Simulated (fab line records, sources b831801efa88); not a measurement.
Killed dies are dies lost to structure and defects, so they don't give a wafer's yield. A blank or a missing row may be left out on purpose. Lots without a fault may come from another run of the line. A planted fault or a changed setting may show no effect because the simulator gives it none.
Chamber matching | flow gf180mcu | GF_V5_CMP_26 on cmp-01: 4 sister chambers
The step polishes, stops on SiO2, t overpolish 15 s, target thk 0 nm. 18 wafers are shown with their chamber, then 9 later ones without.

WAFERS WITH THEIR CHAMBER
wafer  | chamber | time_to_endpoint_s (s) | motor_current_A (A) | overpolish_run_s (s)
L443.3 | 0       | 88                     | 11.8                | 15.002
L443.4 | 2       | 91                     | 11.2                | 15.021
L443.6 | 0       | 90                     | 12.0                | 14.997
L452.1 | 3       | 81                     | 8.7                 | 15.020
L452.3 | 0       | 83                     | 11.9                | 14.991
L452.4 | 1       | 76                     | 11.2                | 15.014
L456.4 | 0       | 82                     | 11.6                | 14.999
L456.5 | 1       | 75                     | 12.1                | 15.001
L456.6 | 2       | 90                     | 11.1                | 15.005
L459.1 | 0       | 86                     | 10.9                | 14.994
L459.2 | 3       | 81                     | 9.0                 | 14.999
L459.5 | 0       | 86                     | 12.7                | 15.015
L460.2 | 2       | 92                     | 11.0                | 14.997
L460.3 | 0       | 84                     | 12.2                | 15.018
L460.4 | 1       | 73                     | 11.9                | 14.994
L461.3 | 1       | 77                     | 11.5                | 15.020
L461.5 | 2       | 91                     | 11.3                | 14.997
L461.6 | 3       | 81                     | 9.9                 | 14.989

SIGNATURES (means of the wafers above)
reading            | chamber 0 | chamber 1 | chamber 2 | chamber 3 | scatter within a chamber
time_to_endpoint_s | 85.57     | 75.25     | 91.00     | 81.00     | 2.04
motor_current_A    | 11.871    | 11.675    | 11.150    | 9.200     | 0.474
overpolish_run_s   | 15.00229  | 15.00725  | 15.00500  | 15.00267  | 0.0118
Rule: a wafer's distance from a chamber is the root of the sum, over the readings, of the square of ((its reading less the chamber's mean) divided by the reading's scatter). The wafer belongs to the nearest chamber; if the next one is less than 2 further off, it can't be placed. The scatter: the root of (the sum of the squares of (reading less its chamber's mean) over the shown wafers, divided by (wafers less chambers)).

WAFERS WITHOUT THEIR CHAMBER
wafer  | time_to_endpoint_s (s) | motor_current_A (A) | overpolish_run_s (s)
L462.3 | 84                     | 12.1                | 15.000
L462.5 | 77                     | 9.7                 | 15.002
L462.6 | 85                     | 11.9                | 15.011
L464.2 | 86                     | 11.7                | 14.999
L464.4 | 88                     | 11.0                | 14.999
L464.6 | 75                     | 11.1                | 14.992
L465.2 | 93                     | 11.0                | 15.002
L465.3 | 83                     | 9.7                 | 15.001
L465.6 | 88                     | 11.1                | 14.999

WHICH CHAMBER EACH WENT THROUGH
wafer  | from the rows above     | in truth
L462.3 | 0                       | 0
L462.5 | 3                       | 3
L462.6 | 0                       | 0
L464.2 | 0                       | 0
L464.4 | can't be placed: 2 or 0 | 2
L464.6 | 1                       | 1
L465.2 | 2                       | 2
L465.3 | 3                       | 3
L465.6 | can't be placed: 2 or 0 | 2
Placed correctly: 7 of 9. Can't be placed from these rows: 2 (the true chamber is among the candidates in 2). Placed wrongly: 0.
